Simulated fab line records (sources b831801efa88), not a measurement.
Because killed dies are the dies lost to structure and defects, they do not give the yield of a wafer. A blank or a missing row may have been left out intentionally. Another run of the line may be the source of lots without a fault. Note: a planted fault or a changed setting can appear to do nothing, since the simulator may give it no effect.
Tool commonality check	flow sky130	12 lots, 36 wafers sampled

== REASON FOR OPENING ==
At SKY_LDD_HVN_TW_MEAS_10 the reading LDD_HVN_TW is flagged on 2 of 12 lots. Fault-free wafers read 1423, with a standard deviation of 7.9.
Rule: a lot gets a flag if all its wafers with a number sit over 4 standard deviations from that mean, or if no wafer of it has a number. All remaining lots are regarded as sound.

lot	measured	on	LDD_HVN_TW, wafer by wafer	flag
L731	day 20 12:28	filmMetro-01	1419 1420 1426	
L734	day 21 08:56	filmMetro-04	1421 1419 1419	
L733	day 21 09:31	filmMetro-02	1417 1425 1413	
L735	day 21 17:01	filmMetro-01	1428 1434 1435	
L736	day 22 03:48	filmMetro-04	1414 1413 1411	
L737	day 22 08:57	filmMetro-02	1432 1428 1428	
L740	day 23 21:10	filmMetro-01	1429 1426 1424	
L745	day 25 13:31	filmMetro-01	2735 2724 2726	FLAGGED
L746	day 25 14:30	filmMetro-02	2717 2722 2725	FLAGGED
L747	day 26 01:01	filmMetro-04	1412 1415 1402	
L750	day 27 03:07	filmMetro-04	1420 1414 1416	
L752	day 27 15:12	filmMetro-01	1437 1432 1439	
Averaged over the flagged lots the numbers come to 2725, +1302 from the usual (+99 or more standard deviations).

== WHICH TOOL EACH LOT WENT THROUGH ==
2 process steps preceding the reading are held in the record, out of 708 steps in the route. In each cell: the tool, then ch and the chambers that the sampled wafers went through, then the start.
lot	flag	SKY_POLY_GATE_STRIP_18	SKY_LDD_HVN_IMPLANT_08
L731		plasmaAsher-01 ch 0,1, day 16 13:04	implanter-04 ch 0, day 20 12:13
L734		plasmaAsher-04 ch 0,1, day 17 07:05	implanter-04 ch 0, day 21 08:44
L733		plasmaAsher-02 ch 0,1, day 17 05:58	implanter-01 ch 0, day 21 09:17
L735		plasmaAsher-01 ch 0,1, day 17 16:40	implanter-04 ch 0, day 21 16:47
L736		plasmaAsher-04 ch 0,1, day 18 03:46	implanter-03 ch 0, day 22 03:33
L737		plasmaAsher-02 ch 0,1, day 18 09:07	implanter-01 ch 0, day 22 08:42
L740		plasmaAsher-04 ch 0,1, day 19 22:37	implanter-04 ch 0, day 23 20:55
L745	FLAGGED	plasmaAsher-04 ch 1, day 21 15:58	implanter-04 ch 0, day 25 13:17
L746	FLAGGED	plasmaAsher-04 ch 0,1, day 21 17:07	implanter-04 ch 0, day 25 14:15
L747		plasmaAsher-04 ch 0,1, day 22 04:49	implanter-01 ch 0, day 26 00:47
L750		plasmaAsher-04 ch 0,1, day 23 08:19	implanter-03 ch 0, day 27 02:53
L752		plasmaAsher-04 ch 0,1, day 23 21:10	implanter-03 ch 0, day 27 14:57
What the steps here do:
- SKY_POLY_GATE_STRIP_18: strips in O2/N2.
- SKY_LDD_HVN_IMPLANT_08
- SKY_LDD_HVN_TW_MEAS_10

== FLAGGED OVER TOTAL, TOOL BY TOOL (the gauges that took the reading come last) ==
step	tool	lots run	flagged	share of the flagged lots	sound lots run after its first flagged lot
SKY_POLY_GATE_STRIP_18	plasmaAsher-01	2	0	none	-
SKY_POLY_GATE_STRIP_18	plasmaAsher-02	2	0	none	-
SKY_POLY_GATE_STRIP_18	plasmaAsher-04	8	2	all	3 (L747,L750,L752)
SKY_LDD_HVN_IMPLANT_08	implanter-01	3	0	none	-
SKY_LDD_HVN_IMPLANT_08	implanter-03	3	0	none	-
SKY_LDD_HVN_IMPLANT_08	implanter-04	6	2	all	0
SKY_LDD_HVN_TW_MEAS_10	filmMetro-01	5	1	some	1 (L752)
SKY_LDD_HVN_TW_MEAS_10	filmMetro-02	3	1	some	0
SKY_LDD_HVN_TW_MEAS_10	filmMetro-04	4	0	none	-

== WHAT IS ALLOWED BY THE TABLE ==
2 rows of the table ran every flagged lot: plasmaAsher-04 at SKY_POLY_GATE_STRIP_18, implanter-04 at SKY_LDD_HVN_IMPLANT_08.
- plasmaAsher-04 at SKY_POLY_GATE_STRIP_18 ran 8 lots, 2 of them flagged. After the first flagged lot (L747, L750, L752), sound lots still ran on it; a lasting fault on the whole tool would not permit that.
- implanter-04 at SKY_LDD_HVN_IMPLANT_08 ran 6 lots, 2 of them flagged. Its last sound lot is L740 (day 23 20:55), its first flagged lot L745 (day 25 13:17): a fault that began between those two fits. Its own readings lie more than 4 standard deviations out on every wafer of the flagged lots: doseIonsCm2, faradayCurrentUA.
Just one tool remains: implanter-04 at SKY_LDD_HVN_IMPLANT_08.

== WHAT THE SIMULATOR HAD PUT IN ==
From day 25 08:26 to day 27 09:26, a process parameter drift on implanter-04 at SKY_LDD_HVN_IMPLANT_08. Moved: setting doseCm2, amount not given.
Lots struck among those shown: L745, L746. The rule above found the same.
